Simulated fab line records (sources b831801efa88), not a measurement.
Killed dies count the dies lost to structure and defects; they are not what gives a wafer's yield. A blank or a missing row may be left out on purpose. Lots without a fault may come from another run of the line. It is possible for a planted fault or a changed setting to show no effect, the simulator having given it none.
What tool caused it? ; flow gf180mcu ; Sampling: 11 lots, 33 wafers, 5 of 602 route steps

== WHAT THE GAUGES SHOWED, per wafer ==
GF_M2_CD_MEAS_14: target cd 280 nm.
lot;measured;on;cd_nm (nm)
L973;day 19 23:29;cd_sem-02;279.7 280.1 278.9
L971;day 20 02:14;cd_sem-02;280.0 279.5 279.6
L981;day 22 08:35;cd_sem-02;281.5 284.3 281.8
L983;day 23 02:20;cd_sem-02;282.0 280.8 280.3
L984;day 23 06:14;cd_sem-01;281.2 281.4 281.5
L986;day 24 04:50;cd_sem-01;280.2 279.7 280.1
L988;day 25 00:29;cd_sem-02;280.8 279.6 279.0
L989;day 25 04:32;cd_sem-02;279.3 279.1 280.6
L991;day 25 21:39;cd_sem-01;280.9 280.7 279.6
L992;day 26 08:19;cd_sem-01;279.8 280.2 280.0
L993;day 26 12:22;cd_sem-01;280.7 278.7 280.2

== TOOL THAT RAN EACH LOT (tool first, then ch and the chambers of the sampled wafers, then the start) ==
lot;GF_V1_SPUTTER_21;GF_M2_SPUTTER_00;GF_M2_SPUTTER_02;GF_M2_COAT_09
L973;pvd_sputter-01, day 18 21:15;pvd_sputter-03, day 18 21:56;pvd_sputter-03, day 18 22:04;litho_track-03 ch 0, day 19 09:44
L971;pvd_sputter-02, day 19 00:03;pvd_sputter-02, day 19 00:44;pvd_sputter-02, day 19 00:53;litho_track-02 ch 0, day 19 13:32
L981;pvd_sputter-04, day 21 09:55;pvd_sputter-02, day 21 10:36;pvd_sputter-02, day 21 10:44;litho_track-02 ch 0, day 21 21:44
L983;pvd_sputter-04, day 22 03:18;pvd_sputter-03, day 22 03:59;pvd_sputter-03, day 22 04:07;litho_track-03 ch 0, day 22 14:59
L984;pvd_sputter-04, day 22 06:42;pvd_sputter-04, day 22 07:23;pvd_sputter-04, day 22 07:31;litho_track-03 ch 0, day 22 19:08
L986;pvd_sputter-01, day 23 05:21;pvd_sputter-03, day 23 06:02;pvd_sputter-03, day 23 06:10;litho_track-03 ch 0, day 23 17:32
L988;pvd_sputter-02, day 24 00:48;pvd_sputter-04, day 24 01:30;pvd_sputter-04, day 24 01:38;litho_track-04 ch 0, day 24 12:23
L989;pvd_sputter-02, day 24 05:49;pvd_sputter-04, day 24 06:30;pvd_sputter-04, day 24 06:38;litho_track-02 ch 0, day 24 17:44
L991;pvd_sputter-02, day 24 22:55;pvd_sputter-02, day 24 23:36;pvd_sputter-02, day 24 23:44;litho_track-02 ch 0, day 25 09:54
L992;pvd_sputter-02, day 25 09:15;pvd_sputter-04, day 25 09:56;pvd_sputter-04, day 25 10:05;litho_track-02 ch 0, day 25 21:41
L993;pvd_sputter-01, day 25 14:00;pvd_sputter-04, day 25 14:41;pvd_sputter-04, day 25 14:49;litho_track-04 ch 0, day 26 01:41
- GF_V1_SPUTTER_21: material Ti, target thk 15 nm, time 80.02 s.
- GF_M2_SPUTTER_00: material Ti, target thk 37.5 nm, time 150 s.
- GF_M2_SPUTTER_02: material AlCu, target thk 450 nm, time 23.9 s.
- GF_M2_COAT_09: resist thk 1000 nm.

== THE ANSWER, worked out from the rows above alone ==
Rule: the lots themselves supply what counts as usual. Put in order of their means at a reading, lots are off if they are a third of the lots or fewer, leave a main group of 4 or more, and stand apart from it by a gap of 3 or more times the standard deviation of the main group's means; of several such gaps the widest counts. If all means in a main group match to the digits the tables above print for the reading, that group is not used. Also off: a lot with no number at a reading for which 4 or more lots have one. Any other lot the step has rows for is counted as sound.
No lot is off on any of the readings shown, so nothing can be concluded from this.

== WHAT THE SIMULATOR PUT IN ==
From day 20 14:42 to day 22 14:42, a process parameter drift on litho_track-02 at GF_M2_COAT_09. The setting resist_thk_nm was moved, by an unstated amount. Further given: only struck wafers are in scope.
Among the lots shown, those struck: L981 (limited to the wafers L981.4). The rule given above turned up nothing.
